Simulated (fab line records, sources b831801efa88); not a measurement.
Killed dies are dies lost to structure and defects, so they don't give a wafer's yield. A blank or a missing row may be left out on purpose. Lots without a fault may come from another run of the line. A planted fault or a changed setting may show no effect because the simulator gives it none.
Chamber matching | flow sky130 | SKY_LI_CONTACT_ETCH_15 on rie_diel-02: 4 sister chambers
The step etches PSG in C4F8/O2/Ar, stops on Si, target depth 600 nm. 8 wafers are shown with their chamber, then 8 later ones without.

WAFERS WITH THEIR CHAMBER
wafer  | chamber | oes_product_au (a.u.)
L610.3 | 3       | 0.831
L611.2 | 0       | 0.836
L611.4 | 3       | 0.837
L611.6 | 2       | 0.835
L615.1 | 0       | 0.836
L615.2 | 2       | 0.840
L615.4 | 1       | 0.838
L621.1 | 1       | 0.841

WAFERS WITHOUT THEIR CHAMBER
wafer  | oes_product_au (a.u.)
L621.4 | 0.839
L621.5 | 0.840
L627.1 | 0.838
L627.2 | 0.843
L627.5 | 0.832
L629.1 | 0.845
L629.4 | 0.840
L629.6 | 0.835

WHICH CHAMBER EACH WENT THROUGH
wafer  | from the rows above               | in truth
L621.4 | can't be placed: 1 or 2 or 0 or 3 | 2
L621.5 | can't be placed: 1 or 2 or 0 or 3 | 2
L627.1 | can't be placed: 2 or 1 or 0 or 3 | 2
L627.2 | can't be placed: 1 or 2 or 0 or 3 | 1
L627.5 | can't be placed: 3 or 0 or 2 or 1 | 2
L629.1 | can't be placed: 1 or 2 or 0 or 3 | 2
L629.4 | can't be placed: 1 or 2 or 0 or 3 | 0
L629.6 | can't be placed: 0 or 3 or 2 or 1 | 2
Placed correctly: 0 of 8. Can't be placed from these rows: 8 (the true chamber is among the candidates in 8). Placed wrongly: 0.
How it was worked out, from the rows above alone: a wafer's distance from a chamber is the root of the sum, over the readings, of the square of ((its reading less the chamber's mean) divided by the reading's scatter). The wafer belongs to the nearest chamber; if the next one is less than 2 further off, it can't be placed. A chamber's mean is the mean of its shown wafers. The scatter: the root of (the sum of the squares of (reading less its chamber's mean) over the shown wafers, divided by (wafers less chambers)).
